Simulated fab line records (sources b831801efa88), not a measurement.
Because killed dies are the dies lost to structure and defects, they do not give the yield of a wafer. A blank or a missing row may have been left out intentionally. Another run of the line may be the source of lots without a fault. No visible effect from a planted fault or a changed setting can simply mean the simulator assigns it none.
Which tool was responsible? || flow gf180mcu || 13 lots, 39 wafers sampled, at 4 steps of a route of 602

== WHAT EACH GAUGE READ, for each wafer ==
GF_TOP_METAL_CD_MEAS_14: target cd 440 nm.
{"lot": "L445", "measured": "day 28 03:23", "on": "cd-sem-02", "cd-nm (nm)": "441.7 441.6 442.0"}
{"lot": "L446", "measured": "day 29 01:38", "on": "cd-sem-01", "cd-nm (nm)": "438.9 437.4 440.2"}
{"lot": "L447", "measured": "day 29 04:35", "on": "cd-sem-02", "cd-nm (nm)": "439.9 440.6 437.9"}
{"lot": "L458", "measured": "day 31 18:05", "on": "cd-sem-02", "cd-nm (nm)": "439.6 441.1 441.4"}
{"lot": "L461", "measured": "day 32 14:12", "on": "cd-sem-01", "cd-nm (nm)": "441.1 443.3 441.9"}
{"lot": "L463", "measured": "day 33 04:49", "on": "cd-sem-02", "cd-nm (nm)": "437.2 436.2 438.7"}
{"lot": "L464", "measured": "day 33 12:30", "on": "cd-sem-01", "cd-nm (nm)": "439.8 436.3 440.5"}
{"lot": "L465", "measured": "day 33 15:00", "on": "cd-sem-01", "cd-nm (nm)": "441.7 440.0 441.3"}
{"lot": "L466", "measured": "day 33 23:45", "on": "cd-sem-02", "cd-nm (nm)": "438.6 439.5 439.2"}
{"lot": "L467", "measured": "day 34 00:18", "on": "cd-sem-02", "cd-nm (nm)": "445.6 446.9 446.7"}
{"lot": "L468", "measured": "day 34 04:12", "on": "cd-sem-01", "cd-nm (nm)": "437.5 436.3 438.7"}

== EACH LOT AND THE TOOL THAT RAN IT (in order: tool; ch and the chambers of the sampled wafers; start) ==
{"lot": "L445", "GF_MIM_SPUTTER_02": "pvd-sputter-01, day 24 10:38", "GF_V5_CVD_23": "cvd-w-02 ch 0,1, day 27 06:12", "GF_V5_CMP_26": "cmp-02 ch 0,1,3, day 27 06:35"}
{"lot": "L446", "GF_MIM_SPUTTER_02": "pvd-sputter-02, day 25 11:50", "GF_V5_CVD_23": "cvd-w-01 ch 0,1, day 28 05:16", "GF_V5_CMP_26": "cmp-01 ch 0,1, day 28 05:36"}
{"lot": "L447", "GF_MIM_SPUTTER_02": "pvd-sputter-02, day 25 14:41", "GF_V5_CVD_23": "cvd-w-01 ch 0,1, day 28 08:30", "GF_V5_CMP_26": "cmp-01 ch 0,2,3, day 28 08:47"}
{"lot": "L449", "GF_MIM_SPUTTER_02": "pvd-sputter-01, day 26 03:38", "GF_V5_CVD_23": "cvd-w-01 ch 0,1, day 28 20:17", "GF_V5_CMP_26": "cmp-01 ch 1,2, day 28 20:51"}
{"lot": "L451", "GF_MIM_SPUTTER_02": "pvd-sputter-01, day 26 08:31", "GF_V5_CVD_23": "cvd-w-01 ch 0,1, day 29 00:17", "GF_V5_CMP_26": "cmp-01 ch 0,2, day 29 00:38"}
{"lot": "L458", "GF_MIM_SPUTTER_02": "pvd-sputter-01, day 28 12:04", "GF_V5_CVD_23": "cvd-w-02 ch 0, day 30 23:17", "GF_V5_CMP_26": "cmp-02 ch 0,1,2, day 30 23:45"}
{"lot": "L461", "GF_MIM_SPUTTER_02": "pvd-sputter-01, day 29 11:29", "GF_V5_CVD_23": "cvd-w-02 ch 0,1, day 31 20:49", "GF_V5_CMP_26": "cmp-02 ch 1,2,3, day 31 21:10"}
{"lot": "L463", "GF_MIM_SPUTTER_02": "pvd-sputter-02, day 30 05:20", "GF_V5_CVD_23": "cvd-w-02 ch 0,1, day 32 12:14", "GF_V5_CMP_26": "cmp-01 ch 1,2, day 32 12:37"}
{"lot": "L464", "GF_MIM_SPUTTER_02": "pvd-sputter-02, day 30 12:41", "GF_V5_CVD_23": "cvd-w-02 ch 1, day 32 19:37", "GF_V5_CMP_26": "cmp-02 ch 0,1, day 32 19:54"}
{"lot": "L465", "GF_MIM_SPUTTER_02": "pvd-sputter-02, day 30 17:19", "GF_V5_CVD_23": "cvd-w-02 ch 0,1, day 32 22:31", "GF_V5_CMP_26": "cmp-02 ch 0,1,3, day 32 22:51"}
{"lot": "L466", "GF_MIM_SPUTTER_02": "pvd-sputter-02, day 31 02:35", "GF_V5_CVD_23": "cvd-w-02 ch 1, day 33 07:41", "GF_V5_CMP_26": "cmp-02 ch 0,1,2, day 33 08:01"}
{"lot": "L467", "GF_MIM_SPUTTER_02": "pvd-sputter-04, day 31 02:51", "GF_V5_CVD_23": "cvd-w-02 ch 0,1, day 33 08:26", "GF_V5_CMP_26": "cmp-02 ch 0,1,2, day 33 08:46"}
{"lot": "L468", "GF_MIM_SPUTTER_02": "pvd-sputter-04, day 31 08:47", "GF_V5_CVD_23": "cvd-w-01 ch 0, day 33 12:43", "GF_V5_CMP_26": "cmp-02 ch 1,2,3, day 33 13:06"}
- GF_MIM_SPUTTER_02: material AlCu, target thk 450 nm, time 23.9 s.
- GF_V5_CVD_23: deposits W, target thk 350 nm, time 104.9 s.
- GF_V5_CMP_26: polishes, stops on SiO2, t overpolish 15 s, target thk 0 nm.

== WHAT THE TOOLS THEMSELVES READ (means of the sampled wafers that have a number; where no wafer has one, the mark that the record gives instead) ==
GF_MIM_SPUTTER_02.
{"lot": "L445", "tool": "pvd-sputter-01", "throttle-valve-pct (%)": 28.5}
{"lot": "L446", "tool": "pvd-sputter-02", "throttle-valve-pct (%)": 29.6}
{"lot": "L447", "tool": "pvd-sputter-02", "throttle-valve-pct (%)": 29.6}
{"lot": "L449", "tool": "pvd-sputter-01", "throttle-valve-pct (%)": 29.6}
{"lot": "L451", "tool": "pvd-sputter-01", "throttle-valve-pct (%)": 29.3}
{"lot": "L458", "tool": "pvd-sputter-01", "throttle-valve-pct (%)": 29.3}
{"lot": "L461", "tool": "pvd-sputter-01", "throttle-valve-pct (%)": 28.3}
{"lot": "L463", "tool": "pvd-sputter-02", "throttle-valve-pct (%)": 29.5}
{"lot": "L464", "tool": "pvd-sputter-02", "throttle-valve-pct (%)": 28.4}
{"lot": "L465", "tool": "pvd-sputter-02", "throttle-valve-pct (%)": 28.6}
{"lot": "L466", "tool": "pvd-sputter-02", "throttle-valve-pct (%)": 28.5}
{"lot": "L467", "tool": "pvd-sputter-04", "throttle-valve-pct (%)": 30.1}
{"lot": "L468", "tool": "pvd-sputter-04", "throttle-valve-pct (%)": 30.6}

GF_V5_CVD_23.
{"lot": "L445", "tool": "cvd-w-02", "heater-power-w (W)": 852, "susceptor-temp-C (C)": 400.00}
{"lot": "L446", "tool": "cvd-w-01", "heater-power-w (W)": 865, "susceptor-temp-C (C)": 400.17}
{"lot": "L447", "tool": "cvd-w-01", "heater-power-w (W)": 868, "susceptor-temp-C (C)": 399.86}
{"lot": "L449", "tool": "cvd-w-01", "heater-power-w (W)": 870, "susceptor-temp-C (C)": 400.16}
{"lot": "L451", "tool": "cvd-w-01", "heater-power-w (W)": 874, "susceptor-temp-C (C)": 399.94}
{"lot": "L458", "tool": "cvd-w-02", "heater-power-w (W)": 655, "susceptor-temp-C (C)": 400.09}
{"lot": "L461", "tool": "cvd-w-02", "heater-power-w (W)": 861, "susceptor-temp-C (C)": 400.08}
{"lot": "L463", "tool": "cvd-w-02", "heater-power-w (W)": 755, "susceptor-temp-C (C)": 399.96}
{"lot": "L464", "tool": "cvd-w-02", "heater-power-w (W)": 967, "susceptor-temp-C (C)": 399.99}
{"lot": "L465", "tool": "cvd-w-02", "heater-power-w (W)": 749, "susceptor-temp-C (C)": 400.07}
{"lot": "L466", "tool": "cvd-w-02", "heater-power-w (W)": 967, "susceptor-temp-C (C)": 399.99}
{"lot": "L467", "tool": "cvd-w-02", "heater-power-w (W)": 877, "susceptor-temp-C (C)": 400.00}
{"lot": "L468", "tool": "cvd-w-01", "heater-power-w (W)": 838, "susceptor-temp-C (C)": 400.02}

GF_V5_CMP_26.
{"lot": "L445", "tool": "cmp-02", "edge-zone-pressure-frac": 0.997, "motor-current-A (A)": 10.5, "overpolish-run-s (s)": 15.004, "retaining-ring-pressure-frac": 0.998, "slurry-filter-dp-kPa (kPa)": 13.48, "slurry-flow-ml-min": 150.0, "time-to-endpoint-s (s)": 80}
{"lot": "L446", "tool": "cmp-01", "edge-zone-pressure-frac": 1.000, "motor-current-A (A)": 13.0, "overpolish-run-s (s)": 15.002, "retaining-ring-pressure-frac": 1.002, "slurry-filter-dp-kPa (kPa)": 13.55, "slurry-flow-ml-min": 149.7, "time-to-endpoint-s (s)": 90}
{"lot": "L447", "tool": "cmp-01", "edge-zone-pressure-frac": 0.998, "motor-current-A (A)": 12.4, "overpolish-run-s (s)": 15.008, "retaining-ring-pressure-frac": 1.001, "slurry-filter-dp-kPa (kPa)": 13.61, "slurry-flow-ml-min": 149.8, "time-to-endpoint-s (s)": 83}
{"lot": "L449", "tool": "cmp-01", "edge-zone-pressure-frac": 0.998, "motor-current-A (A)": 13.2, "overpolish-run-s (s)": 0.040, "retaining-ring-pressure-frac": 1.003, "slurry-filter-dp-kPa (kPa)": 13.60, "slurry-flow-ml-min": 150.2, "time-to-endpoint-s (s)": 131}
{"lot": "L451", "tool": "cmp-01", "edge-zone-pressure-frac": 1.004, "motor-current-A (A)": 12.5, "overpolish-run-s (s)": 0.044, "retaining-ring-pressure-frac": 1.002, "slurry-filter-dp-kPa (kPa)": 13.39, "slurry-flow-ml-min": 150.1, "time-to-endpoint-s (s)": 131}
{"lot": "L458", "tool": "cmp-02", "edge-zone-pressure-frac": 0.998, "motor-current-A (A)": 11.4, "overpolish-run-s (s)": 15.005, "retaining-ring-pressure-frac": 1.001, "slurry-filter-dp-kPa (kPa)": 13.46, "slurry-flow-ml-min": 149.6, "time-to-endpoint-s (s)": 85}
{"lot": "L461", "tool": "cmp-02", "edge-zone-pressure-frac": 1.002, "motor-current-A (A)": 11.5, "overpolish-run-s (s)": 15.013, "retaining-ring-pressure-frac": 1.000, "slurry-filter-dp-kPa (kPa)": 13.51, "slurry-flow-ml-min": 150.3, "time-to-endpoint-s (s)": 84}
{"lot": "L463", "tool": "cmp-01", "edge-zone-pressure-frac": 0.998, "motor-current-A (A)": 13.0, "overpolish-run-s (s)": 14.997, "retaining-ring-pressure-frac": 0.999, "slurry-filter-dp-kPa (kPa)": 13.47, "slurry-flow-ml-min": 150.3, "time-to-endpoint-s (s)": 88}
{"lot": "L464", "tool": "cmp-02", "edge-zone-pressure-frac": 0.999, "motor-current-A (A)": 11.5, "overpolish-run-s (s)": 15.001, "retaining-ring-pressure-frac": 1.002, "slurry-filter-dp-kPa (kPa)": 13.49, "slurry-flow-ml-min": 149.7, "time-to-endpoint-s (s)": 81}
{"lot": "L465", "tool": "cmp-02", "edge-zone-pressure-frac": 1.004, "motor-current-A (A)": 10.4, "overpolish-run-s (s)": 15.009, "retaining-ring-pressure-frac": 1.002, "slurry-filter-dp-kPa (kPa)": 13.60, "slurry-flow-ml-min": 150.2, "time-to-endpoint-s (s)": 79}
{"lot": "L466", "tool": "cmp-02", "edge-zone-pressure-frac": 0.997, "motor-current-A (A)": 11.1, "overpolish-run-s (s)": 14.998, "retaining-ring-pressure-frac": 0.995, "slurry-filter-dp-kPa (kPa)": 13.39, "slurry-flow-ml-min": 149.9, "time-to-endpoint-s (s)": 85}
{"lot": "L467", "tool": "cmp-02", "edge-zone-pressure-frac": 1.004, "motor-current-A (A)": 11.1, "overpolish-run-s (s)": 15.008, "retaining-ring-pressure-frac": 1.001, "slurry-filter-dp-kPa (kPa)": 13.53, "slurry-flow-ml-min": 149.6, "time-to-endpoint-s (s)": 79}
{"lot": "L468", "tool": "cmp-02", "edge-zone-pressure-frac": 0.996, "motor-current-A (A)": 11.6, "overpolish-run-s (s)": 15.003, "retaining-ring-pressure-frac": 1.004, "slurry-filter-dp-kPa (kPa)": 13.43, "slurry-flow-ml-min": 149.9, "time-to-endpoint-s (s)": 81}

== THE ANSWER, worked out from the rows above alone ==
Rule: the usual values come from the lots themselves. The widest of any qualifying gaps counts: lots, ordered by their means at a reading, are off when they make up no more than a third of the lots, leave a main group of 4 or more, and stand apart from it by 3 or more times the standard deviation of that group's means. The tables above print the reading to a certain number of digits; a main group whose means all agree to those digits is not used. Also off: a lot with no number at a reading for which 4 or more lots have one. The other lots that the step has rows for count as sound. The gauges are gone through in route order, then the tools' own readings, and for those a lot's mean is taken as printed above. The first step at which some lot is off is used, and at that step the reading that is off furthest; a lot without a number counts as furthest.
Off: L449, L451 (GF_V5_CMP_26, overpolish-run-s). The main group: mean 15.004 s, standard deviation 0.0046.
A tool fits if, at that step or a process step before it, it ran every lot that is off, and no sound lot after the first of them. Of those tried, none fits.

== WHAT THE SIMULATOR HAD INSERTED ==
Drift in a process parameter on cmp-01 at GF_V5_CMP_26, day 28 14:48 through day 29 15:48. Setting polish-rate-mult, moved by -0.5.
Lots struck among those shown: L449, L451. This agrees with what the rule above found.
